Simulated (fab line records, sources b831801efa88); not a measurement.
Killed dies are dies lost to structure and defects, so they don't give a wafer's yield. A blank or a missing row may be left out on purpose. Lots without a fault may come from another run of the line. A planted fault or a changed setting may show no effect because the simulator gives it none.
fab line records | flow gf180mcu
record lots=5 wafers=15 last_day=33
route steps=602 shown M4@462 V4@476
lots that met no fault: from a run of the same line without faults
start_h: hours from the record's first day to the start of the lot's first wafer shown | wait_h: hours since the lot's step before | " the same as in the row above | L1.1+2: a row that stands for several wafers | - no value, or no start given | * or withheld: withheld | < > ~ a bound
route shown NAME@n: a module of which the file shows steps, and the number in the route of the first | usual: mean/standard deviation of fault-free wafers | same: alike in all rows | chamber/n: place in a boat | sites: the reading at each site | _std_site: their standard deviation | _edge_site: outer sites' mean less inner sites' | radius_mm: how far each site lies from the wafer's centre | mask NAME#n: copy n | behind: the tool/chamber that last shaped the wafer | hold: why the lot was held/for how many hours/how that ended | device: the transistor (n, p or np) that didn't switch | end of line: the same wafers' tests at the end of the route | a step without rows: its recipe alone | killed: dies lost to structure and defects at the first sort, not the wafer's yield | map: a wafer's dies, x killed, . not, _ none there
set.NAME: the setting as run; set.NAME@STEP: as run at that earlier step | model.NAME: the simulator's own value behind a step, which no gauge read
lots at some steps of the route; a table a step, a row a wafer
services: from which hour (start_h, from the record's first day; less than 0 if before it) a tool's chamber was out of use, for how many hours, and why
## steps
# step GF_M4_THK_MEAS_06
# recipe thk_meas_gauge=xrf reads=AlCu_of_M4_SPUTTER_02
# usual M4_ALCU_THK=447/5
# columns lot.wafer tool chamber start_h wait_h M4_ALCU_THK[nm]
L074.1 film_metro-03 - 526.83 0.1 449
L074.3 " - " " 450
L074.5 " - " " 448
L080.3 film_metro-03 - 584.76 0.1 442
L080.5 " - " " 448
L080.6 " - " " 448
L084.2 film_metro-03 - 609.12 0.1 445
L084.3 " - " " 455
L084.5 " - " " 461
L087.1 film_metro-03 - 634.76 0.1 447
L087.2 " - " " 454
L087.5 " - " " 438
L088.3 film_metro-03 - 644.37 0.1 454
L088.5 " - " " 447
L088.6 " - " " 455
# step GF_M4_DEHYDRATE_07
# recipe temp_c=200 time_s=60
# columns lot.wafer tool chamber start_h wait_h
L074.1+3+5 litho_track-03 0 537.62 10.8
L080.3+5+6 litho_track-03 0 595.42 10.6
L084.2+3+5 litho_track-03 0 619.25 10.1
L087.1+2+5 litho_track-02 0 644.18 9.4
L088.3+5+6 litho_track-01 0 653.16 8.8
# step GF_M4_HMDS_08
# recipe prime_time_s=60 prime_temp_c=120
# columns lot.wafer tool chamber start_h wait_h
L074.1+3+5 litho_track-03 0 537.77 0.1
L080.3+5+6 litho_track-03 0 595.57 0.1
L084.2+3+5 litho_track-03 0 619.40 0.1
L087.1+2+5 litho_track-02 0 644.33 0.1
L088.3+5+6 litho_track-01 0 653.31 0.1
# step GF_M4_COAT_09
# recipe resist=KrF spin_rpm=withheld resist_thk_nm=1000
# columns lot.wafer tool chamber start_h wait_h
L074.1+3+5 litho_track-03 0 537.92 0.1
L080.3+5+6 litho_track-03 0 595.72 0.1
L084.2+3+5 litho_track-03 0 619.55 0.1
L087.1+2+5 litho_track-02 0 644.48 0.1
L088.3+5+6 litho_track-01 0 653.46 0.1
# step GF_M4_SOFTBAKE_10
# recipe temp_c=130 time_s=60 resist=KrF
# columns lot.wafer tool chamber start_h wait_h
L074.1+3+5 litho_track-03 0 538.07 0.1
L080.3+5+6 litho_track-03 0 595.87 0.1
L084.2+3+5 litho_track-03 0 619.70 0.1
L087.1+2+5 litho_track-02 0 644.63 0.1
L088.3+5+6 litho_track-01 0 653.61 0.1
# step GF_M4_EXPOSE_11
# recipe mask_id=Metal4 target_cd_nm=280 na=0.68 source_shape=conventional sigma_outer=0.6 dose_mj=28
# columns lot.wafer tool chamber start_h wait_h mask
L074.1+3+5 krf_scanner-02 0 - - Metal4#0
L080.3+5+6 krf_scanner-02 0 - - Metal4#0
L084.2+3+5 krf_scanner-02 0 - - Metal4#0
L087.1+2+5 krf_scanner-02 0 - - Metal4#0
L088.3+5+6 krf_scanner-01 0 - - Metal4#0
# step GF_M4_PEB_12
# recipe peb_temp_c=135 peb_time_s=90 resist=KrF
# columns lot.wafer tool chamber start_h wait_h
L074.1+3+5 litho_track-01 0 - -
L080.3+5+6 litho_track-01 0 - -
L084.2+3+5 litho_track-02 0 - -
L087.1+2+5 litho_track-03 0 - -
L088.3+5+6 litho_track-02 0 - -
# step GF_M4_DEVELOP_13
# recipe develop_time_s=60 dev_temp_c=21
# columns lot.wafer tool chamber start_h wait_h
L074.1+3+5 litho_track-01 0 548.96 0.2
L080.3+5+6 litho_track-01 0 605.91 0.1
L084.2+3+5 litho_track-02 0 629.05 0.2
L087.1+2+5 litho_track-03 0 654.42 0.2
L088.3+5+6 litho_track-02 0 663.48 0.1
# step GF_M4_CD_MEAS_14
# recipe target_cd_nm=280
# usual cd_nm=279.7/1.6
# columns lot.wafer tool chamber start_h wait_h cd_nm
L074.1 cd_sem-01 - 549.11 0.1 280.6
L074.3 " - " " 280.6
L074.5 " - " " 280.4
L080.3 cd_sem-01 - 606.05 0.1 277.3
L080.5 " - " " 278.0
L080.6 " - " " 278.4
L084.2 cd_sem-01 - 629.20 0.1 281.3
L084.3 " - " " 280.4
L084.5 " - " " 279.3
L087.1 cd_sem-02 - 654.57 0.1 279.7
L087.2 " - " " 279.5
L087.5 " - " " 279.6
L088.3 cd_sem-02 - 663.62 0.1 279.0
L088.5 " - " " 279.3
L088.6 " - " " 277.3
# step GF_M4_OVL_MEAS_15
# usual M4_OVL=-2/5.8
# columns lot.wafer tool chamber start_h wait_h M4_OVL[nm]
L074.1 overlay-01 - 549.23 0.1 -7
L074.3 " - " " -17
L074.5 " - " " -11
L080.3 overlay-02 - 606.14 0.1 -10
L080.5 " - " " -14
L080.6 " - " " -1
L084.2 overlay-02 - 629.30 0.1 -10
L084.3 " - " " 4
L084.5 " - " " -3
L087.1 overlay-01 - 654.69 0.1 -1
L087.2 " - " " -1
L087.5 " - " " 4
L088.3 overlay-01 - 663.71 0.1 -1
L088.5 " - " " -2
L088.6 " - " " 1
# step GF_M4_METAL_ETCH_16
# recipe chemistry=Cl2/BCl3 mask_material=KrF target_depth_nm=750.8 stop_on=SiO2 pressure_mtorr=8 icp_w=800 bias_w=140 Cl2_flow_sccm=80 bcl3_flow_sccm=40 time_s=125.1
# usual drypump_motor_current_A=6.1/0.33 oes_product_au=0.990/0.0073 throttle_valve_pct=28.232/0.012
# columns lot.wafer tool chamber start_h wait_h drypump_motor_current_A oes_product_au rf_hours_counter_h throttle_valve_pct
L074.1 rie_metal-01 1 549.27 0.0 6.5 0.988 10 28.224
L074.3 " 0 " " 6.1 1.002 - 28.222
L074.5 " 0 " " 6.1 1.000 - 28.235
L080.3 rie_metal-04 0 606.21 0.1 6.1 0.993 - 28.232
L080.5 " 0 " " 6.0 0.995 - 28.212
L080.6 " 1 " " 5.9 0.996 - 28.225
L084.2 rie_metal-04 0 629.33 0.0 6.0 0.988 11 28.236
L084.3 " 1 " " 6.0 0.991 - 28.221
L084.5 " 0 " " 6.0 0.978 - 28.258
L087.1 rie_metal-01 1 654.73 0.0 6.6 0.975 15 28.227
L087.2 " 1 " " 6.6 0.982 - 28.243
L087.5 " 1 " " 6.6 0.985 - 28.233
L088.3 rie_metal-02 1 663.82 0.1 5.7 0.988 - 28.228
L088.5 " 1 " " 5.6 0.987 - 28.227
L088.6 " 1 " " 5.6 0.980 - 28.238
# step GF_M4_STRIP_17
# recipe chemistry=O2/N2 power_w=1400 pressure_mtorr=1500 platen_temp_c=250 o2_flow_sccm=3000 n2_flow_sccm=300 overash_fraction=0.5
# usual drypump_motor_current_A=5.56/0.23 heater_power_w=322/34 oes_product_au=0.538/0.0057 strip_time_to_endpoint_s=7.40/0.07
# columns lot.wafer tool chamber start_h wait_h drypump_motor_current_A heater_power_w oes_product_au rf_hours_counter_h strip_time_to_endpoint_s
L074.1 plasma_asher-02 0 549.40 0.1 5.81 352 0.534 37 7.42
L074.3 " 1 " " 5.55 257 0.537 - 7.31
L074.5 " 1 " " 5.54 251 0.536 - 7.25
L080.3 plasma_asher-03 0 606.33 0.1 5.11 306 0.533 - 7.39
L080.5 " 0 " " 5.11 312 0.530 - 7.38
L080.6 " 1 " " 5.60 302 0.539 - 7.36
L084.2 plasma_asher-03 0 629.46 0.1 5.10 317 0.539 91 7.46
L084.3 " 0 " " 5.10 307 0.538 - 7.35
L084.5 " 0 " " 5.11 312 0.535 - 7.43
L087.1 plasma_asher-01 1 654.99 0.2 5.71 356 0.541 23 7.48
L087.2 " 0 " " 5.68 343 0.542 23 7.48
L087.5 " 1 " " 5.68 360 0.546 - 7.45
L088.3 plasma_asher-02 0 664.03 0.2 5.81 355 0.543 - 7.40
L088.5 " 0 " " 5.84 352 0.547 - 7.47
L088.6 " 1 " " 5.57 260 0.546 - 7.47
# step GF_M4_STRIP_18
# recipe chemistry=post_etch_residue_remover time_s=1200 temp_c=72.5
# columns lot.wafer tool chamber start_h wait_h
L074.1+3+5 wet_bench-01 2 549.49 0.1
L080.3+5+6 wet_bench-03 0 606.39 0.0
L084.2+3+5 wet_bench-01 1 629.56 0.1
L087.1+2+5 wet_bench-03 2 655.09 0.1
L088.3+5+6 wet_bench-04 0 664.09 0.0
# step GF_M4_CLEAN_19
# recipe chemistry=DIW dry=n2_spin
# columns lot.wafer tool chamber start_h wait_h
L074.1+3+5 wet_bench-04 0 549.84 0.0
L080.3+5+6 wet_bench-01 1 606.74 0.0
L084.2+3+5 wet_bench-04 3 630.25 0.0
L087.1+2+5 wet_bench-04 2 655.46 0.0
L088.3+5+6 wet_bench-03 2 664.43 0.0
# step GF_V4_CVD_00
# recipe material=SiO2 target_thk_nm=600 sigma_open_frac=0.3 temp_c=400 time_s=100 sih4_flow_sccm=60 pressure_mtorr=6
# usual pressure_mtorr=5.999/0.012 sih4_flow_sccm=59.98/0.16
# columns lot.wafer tool chamber start_h wait_h pressure_mtorr sih4_flow_sccm
L074.1 hdpcvd-02 2 549.93 0.0 6.011 59.88
L074.3 " 1 " " 6.014 60.11
L074.5 " 1 " " 6.001 60.12
L080.3 hdpcvd-01 2 606.83 0.0 5.991 59.91
L080.5 " 2 " " 5.978 60.01
L080.6 " 0 " " 5.998 59.95
L084.2 hdpcvd-02 0 630.36 0.0 5.995 59.97
L084.3 " 2 " " 5.998 60.01
L084.5 " 2 " " 6.024 60.10
L087.1 hdpcvd-02 1 655.55 0.0 5.998 59.68
L087.2 " 0 " " 5.987 59.97
L087.5 " 2 " " 6.007 59.80
L088.3 hdpcvd-02 2 664.53 0.0 5.995 59.92
L088.5 " 2 " " 6.005 59.98
L088.6 " 0 " " 5.994 60.08
# step GF_V4_THK_MEAS_01
# recipe reads=SiO2_of_V4_CVD_00
# usual V4_CVD_00_THK=599/7.3
# columns lot.wafer tool chamber start_h wait_h V4_CVD_00_THK[nm]
L074.1 film_metro-01 - 550.00 0.0 599
L074.3 " - " " 604
L074.5 " - " " 601
L080.3 film_metro-02 - 606.92 0.1 613
L080.5 " - " " 615
L080.6 " - " " 598
L084.2 film_metro-02 - 630.47 0.1 595
L084.3 " - " " 603
L084.5 " - " " 591
L087.1 film_metro-04 - 655.62 0.0 596
L087.2 " - " " 607
L087.5 " - " " 606
L088.3 film_metro-04 - 664.62 0.1 598
L088.5 " - " " 595
L088.6 " - " " 599
# step GF_V4_CVD_02
# recipe material=SiO2 target_thk_nm=850 precursor=TEOS temp_c=400 time_s=94.851 rf_w=600
# usual heater_power_outer_w=402/61 heater_power_w=692/87
# columns lot.wafer tool chamber start_h wait_h heater_power_outer_w heater_power_w since_wet_clean_h
L074.1 pecvd-04 2 550.06 0.1 370 646 375
L074.3 " 0 " " 490 838 375
L074.5 " 0 " " 374 677 -
L080.3 pecvd-02 2 606.96 0.0 333 594 2
L080.5 " 0 " " 456 711 -
L080.6 " 1 " " 453 805 -
L084.2 pecvd-02 0 630.52 0.0 367 612 25
L084.3 " 2 " " 414 713 25
L084.5 " 1 " " 450 788 -
L087.1 pecvd-02 1 655.68 0.1 331 663 51
L087.2 " 0 " " 472 740 51
L087.5 " 1 " " 395 718 -
L088.3 pecvd-04 0 664.66 0.0 489 822 490
L088.5 " 1 " " 468 787 -
L088.6 " 0 " " 366 652 -
# step GF_V4_THK_MEAS_03
# recipe reads=SiO2_of_V4_CVD_02
# usual V4_CVD_02_THK=845/11
# columns lot.wafer tool chamber start_h wait_h V4_CVD_02_THK[nm]
L074.1 film_metro-04 - 550.13 0.0 843
L074.3 " - " " 846
L074.5 " - " " 857
L080.3 film_metro-02 - 607.05 0.1 845
L080.5 " - " " 840
L080.6 " - " " 843
L084.2 film_metro-02 - 630.59 0.0 816
L084.3 " - " " 830
L084.5 " - " " 831
L087.1 film_metro-04 - 655.75 0.0 834
L087.2 " - " " 834
L087.5 " - " " 843
L088.3 film_metro-04 - 664.75 0.1 846
L088.5 " - " " 848
L088.6 " - " " 841
# step GF_V4_CMP_04
# recipe material=SiO2 down_force_psi=4 platen_rpm=60 pad_velocity_m_s=0.94248
# usual motor_current_A=11.9/1.5 time_to_endpoint_s=80/6
# columns lot.wafer tool chamber start_h wait_h motor_current_A time_to_endpoint_s
L074.1 cmp-02 0 550.24 0.1 10.3 84
L074.3 " 2 " " 14.0 84
L074.5 " 3 " " 13.2 86
L080.3 cmp-01 2 607.24 0.2 14.0 76
L080.6 " 3 " " 11.2 77
L080.5 " 0 " " 11.1 76
L084.3 cmp-02 0 630.74 0.1 11.3 70
L084.2 " 1 " " 9.4 70
L084.5 " 2 " " 14.3 70
L087.2 cmp-01 3 655.81 0.0 10.8 75
L087.1 " 0 " " 11.1 74
L087.5 " 3 " " 11.5 82
L088.3 cmp-02 3 665.19 0.4 12.9 75
L088.6 " 0 " " 11.4 78
L088.5 " 1 " " 10.0 83
# step GF_V4_BOW_MEAS_05
# recipe mode=bow
# usual V4_BOW=133/9.7
# columns lot.wafer tool chamber start_h wait_h V4_BOW[um]
L074.1 film_metro-01 - 550.49 0.2 128
L074.3 " - " " 134
L074.5 " - " " 126
L080.3 film_metro-04 - 607.43 0.1 147
L080.5 " - " " 141
L080.6 " - " " 138
L084.2 film_metro-02 - 630.96 0.1 134
L084.3 " - " " 146
L084.5 " - " " 141
L087.1 film_metro-02 - 656.11 0.2 131
L087.2 " - " " 124
L087.5 " - " " 124
L088.3 film_metro-02 - 665.38 0.1 127
L088.5 " - " " 136
L088.6 " - " " 146
# step GF_V4_DEHYDRATE_06
# recipe temp_c=200 time_s=60
# columns lot.wafer tool chamber start_h wait_h
L074.1+3+5 litho_track-01 0 560.86 10.3
L080.3+5+6 litho_track-01 0 617.46 10.0
L084.2+3+5 litho_track-04 0 640.76 9.8
L087.1+2+5 litho_track-04 0 665.38 9.3
L088.3+5+6 litho_track-04 0 674.18 8.8
# step GF_V4_HMDS_07
# recipe prime_time_s=60 prime_temp_c=120
# columns lot.wafer tool chamber start_h wait_h
L074.1+3+5 litho_track-01 0 561.01 0.1
L080.3+5+6 litho_track-01 0 617.61 0.1
L084.2+3+5 litho_track-04 0 640.91 0.1
L087.1+2+5 litho_track-04 0 665.53 0.1
L088.3+5+6 litho_track-04 0 674.33 0.1
# step GF_V4_COAT_08
# recipe resist=BARC temp_c=withheld time_s=withheld spin_rpm=withheld resist_thk_nm=withheld
# columns lot.wafer tool chamber start_h wait_h
L074.1+3+5 litho_track-01 0 561.16 0.1
L080.3+5+6 litho_track-01 0 617.76 0.1
L084.2+3+5 litho_track-04 0 641.06 0.1
L087.1+2+5 litho_track-04 0 665.68 0.1
L088.3+5+6 litho_track-04 0 674.48 0.1
# step GF_V4_COAT_09
# recipe resist=KrF spin_rpm=withheld resist_thk_nm=1000
# columns lot.wafer tool chamber start_h wait_h
L074.1+3+5 litho_track-01 0 - -
L080.3+5+6 litho_track-01 0 - -
L084.2+3+5 litho_track-04 0 - -
L087.1+2+5 litho_track-04 0 - -
L088.3+5+6 litho_track-04 0 - -
# step GF_V4_SOFTBAKE_10
# recipe temp_c=130 time_s=60 resist=KrF
# columns lot.wafer tool chamber start_h wait_h
L074.1+3+5 litho_track-01 0 - -
L080.3+5+6 litho_track-01 0 - -
L084.2+3+5 litho_track-04 0 - -
L087.1+2+5 litho_track-04 0 - -
L088.3+5+6 litho_track-04 0 - -
# step GF_V4_EXPOSE_11
# recipe mask_id=Via4 target_cd_nm=260 na=0.68 source_shape=conventional sigma_outer=0.6 dose_mj=38
# columns lot.wafer tool chamber start_h wait_h mask
L074.1+3+5 krf_scanner-01 0 - - Via4#0
L080.3+5+6 krf_scanner-02 0 - - Via4#0
L084.2+3+5 krf_scanner-01 0 - - Via4#0
L087.1+2+5 krf_scanner-02 0 - - Via4#0
L088.3+5+6 krf_scanner-02 0 - - Via4#0
# step GF_V4_PEB_12
# recipe peb_temp_c=135 peb_time_s=90 resist=KrF
# columns lot.wafer tool chamber start_h wait_h
L074.1+3+5 litho_track-01 0 - -
L080.3+5+6 litho_track-02 0 - -
L084.2+3+5 litho_track-02 0 - -
L087.1+2+5 litho_track-02 0 - -
L088.3+5+6 litho_track-02 0 - -
# step GF_V4_DEVELOP_13
# recipe develop_time_s=60 resist=KrF dev_temp_c=21
# columns lot.wafer tool chamber start_h wait_h
L074.1+3+5 litho_track-01 0 572.66 0.2
L080.3+5+6 litho_track-02 0 628.13 0.1
L084.2+3+5 litho_track-02 0 651.05 0.2
L087.1+2+5 litho_track-02 0 675.43 0.2
L088.3+5+6 litho_track-02 0 684.63 0.1
# step GF_V4_CD_MEAS_14
# recipe target_cd_nm=260
# usual cd_nm=259.9/1.2
# columns lot.wafer tool chamber start_h wait_h cd_nm
L074.1 cd_sem-01 - 572.81 0.1 259.5
L074.3 " - " " 259.2
L074.5 " - " " 259.0
L080.3 cd_sem-02 - 628.27 0.1 262.7
L080.5 " - " " 263.0
L080.6 " - " " 261.7
L084.2 cd_sem-02 - 651.20 0.1 261.0
L084.3 " - " " 260.5
L084.5 " - " " 260.3
L087.1 cd_sem-02 - 675.58 0.1 259.2
L087.2 " - " " 259.7
L087.5 " - " " 260.8
L088.3 cd_sem-01 - 684.77 0.1 259.8
L088.5 " - " " 258.2
L088.6 " - " " 260.3
# step GF_V4_OVL_MEAS_15
# usual V4_OVL=1/5.5
# columns lot.wafer tool chamber start_h wait_h V4_OVL[nm]
L074.1 overlay-01 - 572.93 0.1 1
L074.3 " - " " 8
L074.5 " - " " 2
L080.3 overlay-02 - 628.36 0.1 6
L080.5 " - " " 4
L080.6 " - " " 1
L084.2 overlay-01 - 651.30 0.1 7
L084.3 " - " " 4
L084.5 " - " " 10
L087.1 overlay-01 - 675.70 0.1 -7
L087.2 " - " " -12
L087.5 " - " " -7
L088.3 overlay-01 - 684.86 0.1 -1
L088.5 " - " " -2
L088.6 " - " " 7
# step GF_V4_ETCH_16
# recipe chemistry=N2/H2 target_depth_a=withheld overetch_a=withheld time_s=withheld target=BARC ion_energy_ev=200 source_w=500 bias_w=100 pressure_mtorr=30 n2_flow_sccm=100 h2_flow_sccm=200
# usual drypump_motor_current_A=5.5/0.58 h2_flow_sccm=200.0/0.56 oes_product_au=0.855/0.0045 throttle_valve_pct=13.225/0.0092
# columns lot.wafer tool chamber start_h wait_h drypump_motor_current_A h2_flow_sccm oes_product_au throttle_valve_pct
L074.1 rie_diel-01 1 572.97 0.0 6.5 199.2 0.856 13.223
L074.3 " 2 " " 5.4 199.6 0.854 13.218
L074.5 " 2 " " 5.4 200.1 0.863 13.235
L080.3 rie_diel-01 2 628.38 0.0 5.4 200.1 0.853 13.230
L080.5 " 3 " " 5.1 200.2 0.847 13.233
L080.6 " 2 " " 5.5 200.1 0.849 13.215
L084.2 rie_diel-01 0 651.33 0.0 5.5 199.9 0.855 13.221
L084.3 " 3 " " 5.1 200.0 0.855 13.211
L084.5 " 0 " " 5.5 200.0 0.859 13.230
L087.1 rie_diel-03 1 675.73 0.0 5.8 199.5 0.851 13.229
L087.2 " 2 " " 4.8 200.0 0.861 13.226
L087.5 " 2 " " 4.8 200.2 0.856 13.227
L088.3 rie_diel-03 1 684.88 0.0 5.8 200.2 0.854 13.219
L088.5 " 1 " " 5.8 200.3 0.856 13.218
L088.6 " 2 " " 4.7 199.5 0.851 13.227
# step GF_V4_ETCH_17
# recipe chemistry=C4F8/O2/Ar mask_material=KrF target=SiO2 stop_on=TiN source_w=1500 bias_w=1200 pressure_mtorr=40 c4f8_flow_sccm=withheld O2_flow_sccm=6 Ar_flow_sccm=300 time_s=withheld target_depth_a=6300
# usual oes_product_au=0.855/0.0046
# columns lot.wafer tool chamber start_h wait_h oes_product_au
L074.1 rie_diel-01 1 - - 0.858
L074.3 " 2 " " 0.859
L074.5 " 2 " " 0.861
L080.3 rie_diel-01 2 - - 0.849
L080.5 " 3 " " 0.854
L080.6 " 2 " " 0.852
L084.2 rie_diel-01 0 - - 0.858
L084.3 " 3 " " 0.848
L084.5 " 0 " " 0.858
L087.1 rie_diel-03 1 - - 0.851
L087.2 " 2 " " 0.854
L087.5 " 2 " " 0.865
L088.3 rie_diel-03 1 - - 0.848
L088.5 " 1 " " 0.857
L088.6 " 2 " " 0.858
# step GF_V4_STRIP_18
# recipe chemistry=O2/N2 power_w=1400 pressure_mtorr=1500 platen_temp_c=250 o2_flow_sccm=3000 n2_flow_sccm=300 overash_fraction=0.5
# usual drypump_motor_current_A=5.5/0.31 heater_power_w=312/32 oes_product_au=0.594/0.0045
# columns lot.wafer tool chamber start_h wait_h drypump_motor_current_A heater_power_w oes_product_au rf_hours_counter_h
L074.1 plasma_asher-04 1 573.09 - 6.2 320 0.602 98
L074.3 " 1 " " 6.2 323 0.597 -
L074.5 " 0 " " 5.3 341 0.595 -
L080.3 plasma_asher-02 1 628.55 - 5.6 257 0.603 -
L080.5 " 1 " " 5.6 259 0.590 -
L080.6 " 0 " " 5.8 367 0.594 -
L084.2 plasma_asher-02 0 651.46 - 5.8 361 0.596 48
L084.3 " 1 " " 5.6 260 0.600 -
L084.5 " 1 " " 5.6 262 0.594 -
L087.1 plasma_asher-03 0 675.86 - 5.1 302 0.598 97
L087.2 " 1 " " 5.6 309 0.591 97
L087.5 " 0 " " 5.1 308 0.594 -
L088.3 plasma_asher-04 1 685.05 - 6.2 319 0.595 -
L088.5 " 1 " " 6.2 319 0.589 -
L088.6 " 0 " " 5.3 365 0.596 -
# step GF_V4_STRIP_19
# recipe chemistry=post_etch_residue_remover time_s=1200 temp_c=72.5
# columns lot.wafer tool chamber start_h wait_h
L074.1+3+5 wet_bench-02 3 573.19 0.1
L080.3+5+6 wet_bench-04 1 628.61 0.0
L084.2+3+5 wet_bench-02 2 651.56 0.1
L087.1+2+5 wet_bench-02 3 675.96 0.1
L088.3+5+6 wet_bench-02 2 685.11 0.0
# step GF_V4_CLEAN_20
# recipe chemistry=DIW dry=n2_spin
# columns lot.wafer tool chamber start_h wait_h
L074.1+3+5 wet_bench-01 0 573.54 0.0
L080.3+5+6 wet_bench-01 1 628.99 0.0
L084.2+3+5 wet_bench-01 1 651.90 0.0
L087.1+2+5 wet_bench-04 2 676.34 0.0
L088.3+5+6 wet_bench-01 0 685.49 0.0
# step GF_V4_SPUTTER_21
# recipe material=Ti target_thk_nm=15 chamber_pressure_pa=5 power_w=2500 substrate_temp_c=200 time_s=80.02
# usual cathode_dc_power_W=2500.1/0.42 throttle_valve_pct=30.0/0.8
# columns lot.wafer tool chamber start_h wait_h cathode_dc_power_W throttle_valve_pct
L074.1 pvd_sputter-04 - 573.63 0.0 2500.8 31.2
L074.3 " - " " 2499.8 30.0
L074.5 " - " " 2499.3 29.7
L080.3 pvd_sputter-02 - 629.17 0.0 2500.0 28.2
L080.5 " - " " 2500.1 29.8
L080.6 " - " " 2499.9 29.0
L084.2 pvd_sputter-01 - 652.00 0.0 2499.8 30.3
L084.3 " - " " 2500.1 30.5
L084.5 " - " " 2500.4 30.6
L087.1 pvd_sputter-01 - 676.43 0.0 2499.8 30.5
L087.2 " - " " 2500.2 30.2
L087.5 " - " " 2500.5 30.3
L088.3 pvd_sputter-02 - 685.58 0.0 2500.0 29.5
L088.5 " - " " 2500.3 29.4
L088.6 " - " " 2499.6 29.4
# step GF_V4_SPUTTER_22
# recipe material=TiN target_thk_nm=10 chamber_pressure_pa=5 power_w=4000 time_s=40
# usual cathode_dc_power_W=3999.9/0.72 throttle_valve_pct=29.9/0.81
# columns lot.wafer tool chamber start_h wait_h cathode_dc_power_W throttle_valve_pct
L074.1 pvd_sputter-04 - 573.69 0.0 4000.8 31.3
L074.3 " - " " 3999.0 29.9
L074.5 " - " " 3999.5 29.8
L080.3 pvd_sputter-02 - 629.23 0.0 4000.5 28.0
L080.5 " - " " 4000.5 29.5
L080.6 " - " " 3999.8 29.5
L084.2 pvd_sputter-01 - 652.06 0.0 3999.7 30.5
L084.3 " - " " 3999.4 30.4
L084.5 " - " " 4000.2 30.3
L087.1 pvd_sputter-01 - 676.49 0.0 3999.7 30.6
L087.2 " - " " 3998.9 30.2
L087.5 " - " " 3999.7 30.3
L088.3 pvd_sputter-02 - 685.64 0.0 3999.8 29.3
L088.5 " - " " 4000.6 29.3
L088.6 " - " " 4001.1 29.3
# step GF_V4_CVD_23
# recipe material=W target_thk_nm=350 time_s=104.9 temp_c=400 pressure_torr=40
# usual chamber_pressure_Torr=39.99/0.09 heater_power_outer_w=546/51 heater_power_w=913/32
# columns lot.wafer tool chamber start_h wait_h chamber_pressure_Torr heater_power_outer_w heater_power_w since_wet_clean_h
L074.1 cvd_w-01 1 573.73 0.0 39.91 486 860 170
L074.3 " 0 " " 40.12 569 931 -
L074.5 " 1 " " 39.95 490 859 -
L080.3 cvd_w-02 0 629.31 0.1 40.04 556 926 -
L080.5 " 1 " " 40.02 610 936 -
L080.6 " 0 " " 39.93 563 924 -
L084.2 cvd_w-02 1 652.10 0.0 39.97 605 923 748
L084.3 " 0 " " 39.83 560 905 -
L084.5 " 1 " " 40.04 612 945 -
L087.1 cvd_w-02 0 676.53 0.0 39.97 567 914 773
L087.2 " 1 " " 40.05 616 951 773
L087.5 " 1 " " 40.04 579 923 -
L088.3 cvd_w-01 1 685.71 0.1 40.15 474 889 -
L088.5 " 0 " " 40.03 568 963 -
L088.6 " 1 " " 40.14 479 882 -
# step GF_V4_RS_MEAS_24
# recipe thk_meas_gauge=four-point-probe reads=W_of_V4_CVD_23+TiN_of_V4_SPUTTER_22+Ti_of_V4_SPUTTER_21
# usual V4_W_RS=0.332/0.0063
# columns lot.wafer tool chamber start_h wait_h V4_W_RS[ohm/sq]
L074.1 film_metro-04 - 573.84 0.1 0.326
L074.3 " - " " 0.334
L074.5 " - " " 0.329
L080.3 film_metro-04 - 629.42 0.1 0.326
L080.5 " - " " 0.332
L080.6 " - " " 0.325
L084.2 film_metro-02 - 652.23 0.1 0.326
L084.3 " - " " 0.321
L084.5 " - " " 0.332
L087.1 film_metro-04 - 676.64 0.1 0.326
L087.2 " - " " 0.327
L087.5 " - " " 0.326
L088.3 film_metro-04 - 685.83 0.1 0.334
L088.5 " - " " 0.336
L088.6 " - " " 0.337
# step GF_V4_THK_MEAS_25
# recipe thk_meas_gauge=xrf reads=W_of_V4_CVD_23
# usual V4_W_THK=340/7.2
# columns lot.wafer tool chamber start_h wait_h V4_W_THK[nm]
L074.1 film_metro-04 - 573.96 0.1 344
L074.3 " - " " 335
L074.5 " - " " 343
L080.3 film_metro-04 - 629.52 0.1 342
L080.5 " - " " 336
L080.6 " - " " 343
L084.2 film_metro-02 - 652.34 0.1 350
L084.3 " - " " 355
L084.5 " - " " 346
L087.1 film_metro-04 - 676.76 0.1 341
L087.2 " - " " 340
L087.5 " - " " 341
L088.3 film_metro-04 - 685.93 0.1 333
L088.5 " - " " 332
L088.6 " - " " 332
# step GF_V4_CMP_26
# recipe stop_on=SiO2 down_force_psi=3.5 platen_rpm=60 t_overpolish_s=15 target_thk_nm=0 pad_velocity_m_s=0.94248
# usual motor_current_A=11.1/1.2 overpolish_run_s=15.000/0.0086 time_to_endpoint_s=83/3.4
# columns lot.wafer tool chamber start_h wait_h motor_current_A overpolish_run_s time_to_endpoint_s
L074.3 cmp-01 3 575.82 1.8 10.3 14.998 90
L074.1 " 0 " " 10.7 15.001 87
L074.5 " 1 " " 10.6 15.011 84
L080.3 cmp-02 0 629.66 0.1 9.9 14.981 86
L080.6 " 2 " " 12.6 14.996 85
L080.5 " 3 " " 12.0 15.001 82
L084.3 cmp-02 3 652.44 0.1 12.3 14.985 84
L084.2 " 0 " " 10.3 15.000 84
L084.5 " 2 " " 13.5 15.001 76
L087.1 cmp-02 3 676.87 0.1 11.5 14.998 80
L087.2 " 1 " " 9.3 14.990 85
L087.5 " 3 " " 11.7 14.987 82
L088.3 cmp-02 3 686.07 0.1 11.4 15.009 84
L088.6 " 1 " " 8.8 15.009 85
L088.5 " 2 " " 12.5 14.998 82
## services
# columns tool chamber start_h hours kind
pecvd-02 1 521.50 3.9 repair
cmp-01 - 522.64 5.2 repair
cvd_w-02 - 532.99 2.3 repair
hdpcvd-02 - 533.11 6.0 pm
plasma_asher-03 - 534.48 2.7 repair
krf_scanner-02 - 542.60 2.5 repair
hdpcvd-02 - 542.63 0.9 repair
pvd_sputter-02 - 544.95 2.5 repair
krf_scanner-02 - 550.82 1.3 pm
krf_scanner-02 - 552.12 0.8 pm
cmp-01 - 555.61 18.9 pm
wet_bench-02 - 566.30 1.0 repair
plasma_asher-02 - 568.02 2.5 repair
krf_scanner-02 - 568.85 1.0 pm
pecvd-02 2 570.05 6.5 repair
cmp-02 - 572.28 4.0 pm
hdpcvd-02 - 592.06 2.8 pm
rie_diel-01 0 594.01 7.0 repair
cmp-02 - 603.08 0.3 repair
cmp-02 - 634.53 10.5 repair
rie_diel-03 - 648.69 2.8 pm
rie_diel-03 2 653.27 2.6 repair
hdpcvd-02 - 670.53 2.0 repair
hdpcvd-02 - 671.98 1.8 repair
## key
fault none
